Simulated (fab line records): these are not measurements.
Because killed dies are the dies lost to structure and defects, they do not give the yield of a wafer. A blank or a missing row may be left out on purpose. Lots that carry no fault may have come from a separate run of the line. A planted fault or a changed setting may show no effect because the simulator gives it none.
fab line records ; flow sky130
[record] lots = 12; wafers = 36; last_day = 50
route steps=708 shown METAL2@487 METAL3@536 VIA3@593 METAL4@630 PAD_OPEN@708
lots that met no fault: from a run of the same line without faults
start_h: the number of hours between the record's first day and the start of the first shown wafer of the lot ; wait_h: hours from the lot's prior step to this one ; " repeats the value in the row above ; L1.1+2: a single row standing in for several wafers ; - value missing, or start not given ; * or withheld: withheld ; < > ~ a bound
route shown NAME@n: a module of which the file shows steps, and the number in the route of the first ; usual: mean/standard deviation taken from wafers without a fault ; same: alike in all rows ; chamber/n: place in a boat ; sites: the reading at each site ; _std_site: standard deviation of those values ; _edge_site: inner sites' mean taken away from outer sites' mean ; radius_mm: for every site, how far away it sits from the centre of the wafer ; mask NAME#n: copy n ; behind: tool/chamber where the wafer was last shaped ; hold: why the lot was held/for how many hours/how that ended ; device: names the non-switching transistor (n, p or np) ; end of line: tests run on the same wafers once the route is complete ; where a step has no rows: the recipe by itself ; killed: at the first sort, the dies lost to defects and structure; wafer yield is something else ; map: per-die view of a wafer (x killed, . not killed, _ where there is no die)
set.NAME: the setting as run; set.NAME@STEP: as run at that earlier step ; model.NAME: the simulator's own value behind a step, which no gauge read
a sample of lots followed through the steps of the route, with each step as a table and each wafer as a row
services: when a tool's chamber went out of use (start_h, in hours from the record's first day, below 0 if earlier), for how many hours, and the reason
[[steps]]
[step SKY_METAL2_SPUTTER_04]
[recipe] material = TiN; target_thk_nm = 70; power_w = 6500; time_s = 58.3; chamber_pressure_pa = 0.4
[usual] cathode_dc_power_W = 6500.0/1.2; chamber_pressure_pa = 0.4000/0.00082; throttle_valve_pct = 29.8/0.81
lot.wafer;tool;chamber;start_h;wait_h;cathode_dc_power_W;chamber_pressure_pa;throttle_valve_pct
L246.2;pvd_sputter-01;-;782.85;0.0;6500.0;0.4007;30.3
L246.4;pvd_sputter-01;-;782.85;0.0;6500.1;0.4005;31.0
L246.5;pvd_sputter-01;-;782.85;0.0;6500.4;0.3993;31.0
L248.4;pvd_sputter-03;-;822.80;0.0;6498.4;0.3998;30.0
L248.5;pvd_sputter-03;-;822.80;0.0;6499.7;0.4009;30.7
L248.6;pvd_sputter-03;-;822.80;0.0;6499.7;0.4010;29.8
L253.2;pvd_sputter-03;-;872.58;0.0;6499.8;0.4005;29.4
L253.5;pvd_sputter-03;-;872.58;0.0;6501.4;0.4001;29.4
L253.6;pvd_sputter-03;-;872.58;0.0;6499.4;0.3999;30.6
L252.2;pvd_sputter-02;-;874.06;0.0;6500.6;0.3999;29.8
L252.3;pvd_sputter-02;-;874.06;0.0;6500.8;0.4008;29.8
L252.5;pvd_sputter-02;-;874.06;0.0;6498.7;0.4004;29.4
L254.1;pvd_sputter-01;-;874.42;0.0;6498.4;0.3999;28.0
L254.2;pvd_sputter-01;-;874.42;0.0;6501.4;0.4000;29.1
L254.5;pvd_sputter-01;-;874.42;0.0;6496.6;0.3985;28.3
L255.1;pvd_sputter-03;-;875.91;0.0;6500.9;0.3988;29.7
L255.3;pvd_sputter-03;-;875.91;0.0;6502.6;0.4013;29.5
L255.4;pvd_sputter-03;-;875.91;0.0;6500.0;0.3993;30.7
L256.4;pvd_sputter-01;-;877.03;0.0;6499.5;0.4003;28.3
L256.5;pvd_sputter-01;-;877.03;0.0;6501.4;0.4015;29.2
L256.6;pvd_sputter-01;-;877.03;0.0;6500.3;0.3997;30.4
L261.1;pvd_sputter-02;-;924.41;0.0;6500.4;0.3993;31.2
L261.2;pvd_sputter-02;-;924.41;0.0;6499.5;0.3985;29.4
L261.3;pvd_sputter-02;-;924.41;0.0;6499.9;0.3997;29.0
L263.2;pvd_sputter-01;-;938.00;0.0;6499.3;0.4004;28.2
L263.3;pvd_sputter-01;-;938.00;0.0;6501.0;0.4012;30.9
L263.4;pvd_sputter-01;-;938.00;0.0;6498.8;0.3995;30.1
L264.2;pvd_sputter-02;-;944.31;0.0;6501.4;0.3990;31.0
L264.4;pvd_sputter-02;-;944.31;0.0;6498.5;0.4010;28.6
L264.6;pvd_sputter-02;-;944.31;0.0;6502.0;0.4018;28.7
L267.2;pvd_sputter-03;-;954.85;0.0;6501.8;0.3997;30.1
L267.4;pvd_sputter-03;-;954.85;0.0;6499.0;0.3987;29.4
L267.5;pvd_sputter-03;-;954.85;0.0;6500.1;0.4006;30.6
L268.1;pvd_sputter-03;-;963.29;0.0;6500.9;0.4008;30.9
L268.3;pvd_sputter-03;-;963.29;0.0;6499.7;0.3977;29.3
L268.6;pvd_sputter-03;-;963.29;0.0;6498.8;0.4003;30.0
[step SKY_METAL3_SPUTTER_04]
[recipe] material = TiN; target_thk_nm = 70; power_w = 6500; time_s = 58.3; chamber_pressure_pa = 0.4
[usual] cathode_dc_power_W = 6500.0/1.2; chamber_pressure_pa = 0.4001/0.00075; throttle_valve_pct = 29.9/0.89
lot.wafer;tool;chamber;start_h;wait_h;cathode_dc_power_W;chamber_pressure_pa;throttle_valve_pct
L246.2;pvd_sputter-02;-;840.12;0.0;6500.6;0.3997;29.3
L246.4;pvd_sputter-02;-;840.12;0.0;6500.6;0.4005;29.0
L246.5;pvd_sputter-02;-;840.12;0.0;6500.8;0.3984;29.6
L248.4;pvd_sputter-02;-;878.85;0.0;6499.9;0.3990;31.0
L248.5;pvd_sputter-02;-;878.85;0.0;6499.4;0.3998;29.5
L248.6;pvd_sputter-02;-;878.85;0.0;6500.6;0.3998;28.7
L253.2;pvd_sputter-01;-;924.96;0.0;6498.2;0.3996;28.0
L253.5;pvd_sputter-01;-;924.96;0.0;6500.6;0.4000;29.2
L253.6;pvd_sputter-01;-;924.96;0.0;6501.3;0.4006;30.2
L252.2;pvd_sputter-04;-;928.65;0.0;6498.5;0.3996;31.3
L252.3;pvd_sputter-04;-;928.65;0.0;6499.9;0.4000;29.8
L252.5;pvd_sputter-04;-;928.65;0.0;6500.6;0.3996;29.9
L254.1;pvd_sputter-01;-;928.73;0.0;6498.5;0.3997;27.9
L254.2;pvd_sputter-01;-;928.73;0.0;6499.5;0.4012;30.8
L254.5;pvd_sputter-01;-;928.73;0.0;6499.9;0.3986;28.0
L255.1;pvd_sputter-01;-;929.70;0.0;6501.1;0.4004;30.3
L255.3;pvd_sputter-01;-;929.70;0.0;6500.5;0.4009;28.4
L255.4;pvd_sputter-01;-;929.70;0.0;6500.1;0.3998;29.1
L256.4;pvd_sputter-02;-;930.90;0.0;6499.8;0.3995;28.8
L256.5;pvd_sputter-02;-;930.90;0.0;6500.5;0.4012;29.5
L256.6;pvd_sputter-02;-;930.90;0.0;6501.4;0.3995;30.0
L261.1;pvd_sputter-02;-;976.17;0.0;6501.6;0.3997;30.1
L261.2;pvd_sputter-02;-;976.17;0.0;6500.0;0.3999;29.6
L261.3;pvd_sputter-02;-;976.17;0.0;6501.8;0.4017;28.7
L263.2;pvd_sputter-04;-;990.65;0.0;6500.1;0.4002;30.1
L263.3;pvd_sputter-04;-;990.65;0.0;6497.1;0.3997;29.9
L263.4;pvd_sputter-04;-;990.65;0.0;6498.8;0.4000;30.1
L264.2;pvd_sputter-04;-;995.50;0.0;6502.3;0.3997;29.7
L264.4;pvd_sputter-04;-;995.50;0.0;6498.4;0.3993;31.6
L264.6;pvd_sputter-04;-;995.50;0.0;6501.6;0.4001;29.9
L267.2;pvd_sputter-01;-;1005.23;0.0;6500.6;0.4008;31.1
L267.4;pvd_sputter-01;-;1005.23;0.0;6500.8;0.3994;29.3
L267.5;pvd_sputter-01;-;1005.23;0.0;6499.2;0.4000;30.5
L268.1;pvd_sputter-01;-;1014.45;0.0;6498.4;0.4019;30.9
L268.3;pvd_sputter-01;-;1014.45;0.0;6500.7;0.4014;30.5
L268.6;pvd_sputter-01;-;1014.45;0.0;6498.6;0.4012;30.9
[step SKY_VIA3_SPUTTER_20]
[recipe] material = TiN; target_thk_nm = 20; chamber_pressure_pa = 5; power_w = 3878; time_s = 80
[usual] cathode_dc_power_W = 3878.1/0.7; chamber_pressure_pa = 5.001/0.0091; throttle_valve_pct = 29.7/0.8
lot.wafer;tool;chamber;start_h;wait_h;cathode_dc_power_W;chamber_pressure_pa;throttle_valve_pct
L246.2;pvd_sputter-02;-;920.91;0.0;3878.0;5.009;30.0
L246.4;pvd_sputter-02;-;920.91;0.0;3878.3;5.006;31.0
L246.5;pvd_sputter-02;-;920.91;0.0;3878.3;5.000;29.3
L248.4;pvd_sputter-03;-;956.41;0.0;3877.8;5.011;29.5
L248.5;pvd_sputter-03;-;956.41;0.0;3877.3;5.001;29.5
L248.6;pvd_sputter-03;-;956.41;0.0;3879.6;4.993;30.4
L253.2;pvd_sputter-03;-;999.13;0.0;3877.9;4.997;29.9
L253.5;pvd_sputter-03;-;999.13;0.0;3878.1;5.010;29.7
L253.6;pvd_sputter-03;-;999.13;0.0;3877.9;4.991;29.9
L252.2;pvd_sputter-03;-;1002.35;0.0;-;-;-
L252.3;pvd_sputter-03;-;1002.35;0.0;-;-;-
L252.5;pvd_sputter-03;-;1002.35;0.0;-;-;-
L254.1;pvd_sputter-02;-;1003.34;0.0;-;-;-
L254.2;pvd_sputter-02;-;1003.34;0.0;-;-;-
L254.5;pvd_sputter-02;-;1003.34;0.0;-;-;-
L255.1;pvd_sputter-03;-;1003.85;0.0;-;-;-
L255.3;pvd_sputter-03;-;1003.85;0.0;-;-;-
L255.4;pvd_sputter-03;-;1003.85;0.0;-;-;-
L256.4;pvd_sputter-03;-;1004.80;0.0;3878.1;5.006;29.3
L256.5;pvd_sputter-03;-;1004.80;0.0;3876.0;5.004;29.9
L256.6;pvd_sputter-03;-;1004.80;0.0;3877.1;5.007;29.9
L261.1;pvd_sputter-03;-;1048.05;0.0;3877.6;4.990;30.6
L261.2;pvd_sputter-03;-;1048.05;0.0;3878.2;4.998;29.7
L261.3;pvd_sputter-03;-;1048.05;0.0;3877.4;5.010;29.4
L263.2;pvd_sputter-03;-;1058.95;0.0;3878.6;4.996;29.9
L263.3;pvd_sputter-03;-;1058.95;0.0;3878.3;4.992;29.5
L263.4;pvd_sputter-03;-;1058.95;0.0;3879.2;5.008;30.0
L264.2;pvd_sputter-01;-;1064.34;0.0;3878.2;4.999;29.1
L264.4;pvd_sputter-01;-;1064.34;0.0;3877.3;4.999;30.1
L264.6;pvd_sputter-01;-;1064.34;0.0;3878.3;5.005;30.8
L267.2;pvd_sputter-02;-;1076.79;0.0;3878.6;4.987;29.6
L267.4;pvd_sputter-02;-;1076.79;0.0;3879.3;5.000;31.1
L267.5;pvd_sputter-02;-;1076.79;0.0;3876.7;5.009;31.1
L268.1;pvd_sputter-03;-;1082.34;0.0;3877.9;5.003;29.8
L268.3;pvd_sputter-03;-;1082.34;0.0;3878.3;5.004;30.9
L268.6;pvd_sputter-03;-;1082.34;0.0;3879.5;5.000;29.9
[step SKY_METAL4_OVL_MEAS_14]
[usual] METAL4_OVL = 0/5.3
lot.wafer;tool;chamber;start_h;wait_h;METAL4_OVL[nm]
L246.2;overlay-01;-;970.66;0.1;-1
L246.4;overlay-01;-;970.66;0.1;2
L246.5;overlay-01;-;970.66;0.1;4
L248.4;overlay-02;-;1004.60;0.1;6
L248.5;overlay-02;-;1004.60;0.1;2
L248.6;overlay-02;-;1004.60;0.1;6
L253.2;overlay-02;-;1046.26;0.1;9
L253.5;overlay-02;-;1046.26;0.1;5
L253.6;overlay-02;-;1046.26;0.1;12
L256.4;overlay-01;-;1049.55;0.1;2
L256.5;overlay-01;-;1049.55;0.1;3
L256.6;overlay-01;-;1049.55;0.1;-1
L261.1;overlay-01;-;1092.15;0.1;-8
L261.2;overlay-01;-;1092.15;0.1;-2
L261.3;overlay-01;-;1092.15;0.1;-7
L263.2;overlay-01;-;1101.23;0.1;-7
L263.3;overlay-01;-;1101.23;0.1;-3
L263.4;overlay-01;-;1101.23;0.1;0
L264.2;overlay-02;-;1106.36;0.1;-4
L264.4;overlay-02;-;1106.36;0.1;0
L264.6;overlay-02;-;1106.36;0.1;-5
L267.2;overlay-02;-;1119.47;0.1;1
L267.4;overlay-02;-;1119.47;0.1;-3
L267.5;overlay-02;-;1119.47;0.1;0
L268.1;overlay-02;-;1124.41;0.1;-4
L268.3;overlay-02;-;1124.41;0.1;-6
L268.6;overlay-02;-;1124.41;0.1;-6
[step SKY_PAD_OPEN_PROBE_99]
[usual] defect_limited_yield = 82.5/1.9; killed_at_M0_to_M3 = 42/6.4; killed_at_M4_up = 2.9/1.7; killed_at_contacts = 25/5.2; killed_at_front_end = 16/4.4; killed_at_other = 0.4/0.65; killed_dies = 86/9.2; killed_on_rim = 17/3.9; killed_open = 47/6.6; killed_short = 39/5.8; sort_bin_3_pad_short = 0.9/0.42; sort_bin_5_function = 10.4/1.5; sort_bin_6_memory = 6.3/1; sort_n_pass = 406/9.2; sort_yield_pct = 82.5/1.9
[same] gross_dies = 492; killed_at_back_side = 0; sort_bin_4_leakage[%] = 0; sort_bin_8_speed[%] = 0
lot.wafer;tool;chamber;start_h;wait_h;defect_limited_yield[%];killed_at_M0_to_M3;killed_at_M4_up;killed_at_contacts;killed_at_front_end;killed_at_other;killed_dies;killed_on_rim;killed_open;killed_short;sort_bin_3_pad_short[%];sort_bin_5_function[%];sort_bin_6_memory[%];sort_n_pass;sort_yield_pct[%]
L252.2;prober-01;-;1140.99;0.1;0;445;5;26;16;0;492;96;47;40;0.2;94.1;5.7;0;0
L252.3;prober-01;-;1141.04;0.2;0;455;3;20;14;0;492;96;38;41;1.2;93.9;4.9;0;0
L252.5;prober-01;-;1141.14;0.2;0;450;4;21;16;1;492;96;39;42;1.0;92.3;6.7;0;0
L254.1;prober-02;-;1141.04;0.1;0;452;4;26;10;0;492;96;47;35;0.6;92.7;6.7;0;0
L254.2;prober-02;-;1141.09;0.1;0;445;1;28;18;0;492;96;46;38;0.4;93.1;6.5;0;0
L254.5;prober-02;-;1141.24;0.2;0;449;2;26;14;1;492;96;39;42;0.6;92.7;6.7;0;0
L255.1;prober-01;-;1142.44;0.1;0;438;5;26;21;2;492;96;57;46;1.0;90.9;8.1;0;0
L255.3;prober-01;-;1142.54;0.2;0;449;7;23;13;0;492;96;46;36;1.0;93.7;5.3;0;0
L255.4;prober-01;-;1142.59;0.2;0;451;5;23;13;0;492;96;40;38;1.0;93.9;5.1;0;0
// killed by level:class
L252.2 VIA3:area_sputter=405 CONTACT:geometric_particle:short=11 VIA1:geometric_particle:open=11 VIA3:geometric_particle:open=7 LI_CONTACT:geometric_particle:open=6 CONTACT:geometric_particle:open=5 VIA3:geometric_particle:short=5 FIELD_ISO:geometric_particle:short=4
L254.1 VIA3:area_sputter=409 CONTACT:geometric_particle:open=9 VIA2:geometric_particle:open=8 LI_CONTACT:geometric_particle:open=7 METAL1:geometric_particle:short=6 VIA1:geometric_particle:open=5 METAL3:geometric_particle:short=5 VIA3:geometric_particle:open=5
L252.3 VIA3:area_sputter=413 VIA1:geometric_particle:open=9 METAL1:geometric_particle:short=6 CONTACT:geometric_particle:open=6 VIA2:geometric_particle:open=6 LOCAL_INTERCONNECT:geometric_particle:short=5 METAL2:geometric_particle:short=5 POLY_GATE:geometric_particle:open=4
L254.2 VIA3:area_sputter=408 FIELD_ISO:geometric_particle:short=8 LI_CONTACT:geometric_particle:open=8 CONTACT:geometric_particle:open=7 VIA1:geometric_particle:open=6 VIA3:geometric_particle:open=6 FIELD_ISO:geometric_particle:open=5 CONTACT:geometric_particle:short=5
L252.5 VIA3:area_sputter=411 VIA1:geometric_particle:open=12 CONTACT:geometric_particle:open=8 VIA1:geometric_particle:short=7 CONTACT:geometric_particle:short=5 VIA2:geometric_particle:open=5 METAL2:geometric_particle:short=5 FIELD_ISO:geometric_particle:open=4
L254.5 VIA3:area_sputter=410 CONTACT:geometric_particle:open=13 METAL1:geometric_particle:short=7 LI_CONTACT:geometric_particle:open=6 METAL2:geometric_particle:short=6 POLY_GATE:geometric_particle:short=5 VIA2:geometric_particle:open=5 VIA3:geometric_particle:open=5
L255.1 VIA3:area_sputter=389 VIA1:geometric_particle:open=15 CONTACT:geometric_particle:short=10 VIA3:geometric_particle:open=9 FIELD_ISO:geometric_particle:open=7 CONTACT:geometric_particle:open=7 VIA1:geometric_particle:short=6 LI_CONTACT:geometric_particle:open=5
L255.3 VIA3:area_sputter=410 CONTACT:geometric_particle:open=11 VIA2:geometric_particle:open=10 VIA1:geometric_particle:open=10 METAL4:geometric_particle:short=6 CONTACT:geometric_particle:short=5 VIA3:geometric_particle:open=5 POLY_GATE:geometric_particle:short=4
L255.4 VIA3:area_sputter=414 CONTACT:geometric_particle:open=13 METAL2:geometric_particle:short=8 VIA2:geometric_particle:short=6 VIA1:geometric_particle:open=6 FIELD_ISO:geometric_particle:open=4 LI_CONTACT:geometric_particle:open=4 VIA1:geometric_particle:short=4
[[services]]
tool;chamber;start_h;hours;kind
pvd_sputter-03;-;799.77;1.2;repair
pvd_sputter-02;2;827.26;-;consumable_replace:kit
pvd_sputter-02;2;827.26;18.0;scheduled_down
pvd_sputter-02;2;827.26;18.0;vent_cycle
pvd_sputter-04;-;836.24;1.1;repair
pvd_sputter-04;-;836.92;3.8;repair
pvd_sputter-01;0;860.55;-;consumable_replace:kit
pvd_sputter-01;0;860.55;18.0;scheduled_down
pvd_sputter-01;0;860.55;18.0;vent_cycle
pvd_sputter-04;-;888.54;1.1;repair
pvd_sputter-03;-;943.85;3.7;repair
pvd_sputter-02;1;950.86;-;consumable_replace:kit
pvd_sputter-02;1;950.86;18.0;scheduled_down
pvd_sputter-02;1;950.86;18.0;vent_cycle
pvd_sputter-03;0;958.13;-;consumable_replace:kit
pvd_sputter-03;0;958.13;18.0;scheduled_down
pvd_sputter-03;0;958.13;18.0;vent_cycle
pvd_sputter-02;-;962.07;5.5;repair
pvd_sputter-01;-;978.72;24.4;repair
pvd_sputter-04;-;990.78;3.9;repair
pvd_sputter-04;1;997.24;-;consumable_replace:kit
pvd_sputter-01;3;1004.16;-;consumable_replace:kit
pvd_sputter-01;3;1004.16;18.0;scheduled_down
pvd_sputter-01;3;1004.16;18.0;vent_cycle
[[key]]
[first_sign] step = SKY_VIA3_SPUTTER_20; reading = tool_record; direction = missing
[effect] step = SKY_PAD_OPEN_PROBE_99; reading = killed_at_M0_to_M3; direction = up; sigmas = 64; usual = 42; struck = 448
[more_kills_born_at] SKY_VIA3_SPUTTER_20@pvd_sputter-03 = 2438; SKY_VIA3_SPUTTER_20@pvd_sputter-02 = 1226
met_at SKY_VIA3_SPUTTER_20
struck_lots L252,L254,L255
later_rows_left_out L252.2,L252.3,L252.5,L254.1,L254.2,L254.5,L255.1,L255.3,L255.4
not_acting_at SKY_METAL2_SPUTTER_04,SKY_METAL3_SPUTTER_04,SKY_METAL4_OVL_MEAS_14
onset_between 999.13 1002.35
[fault] kind = skipped_step_whole; tool = pvd_sputter-02,pvd_sputter-03; chamber = -; onset_h = 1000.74; steps = SKY_VIA3_SPUTTER_20; scope = struck_lots_only
// later_rows_left_out: the simulator's readings of these wafers behind a module that went badly wrong aren't trusted and aren't shown, but for the sort
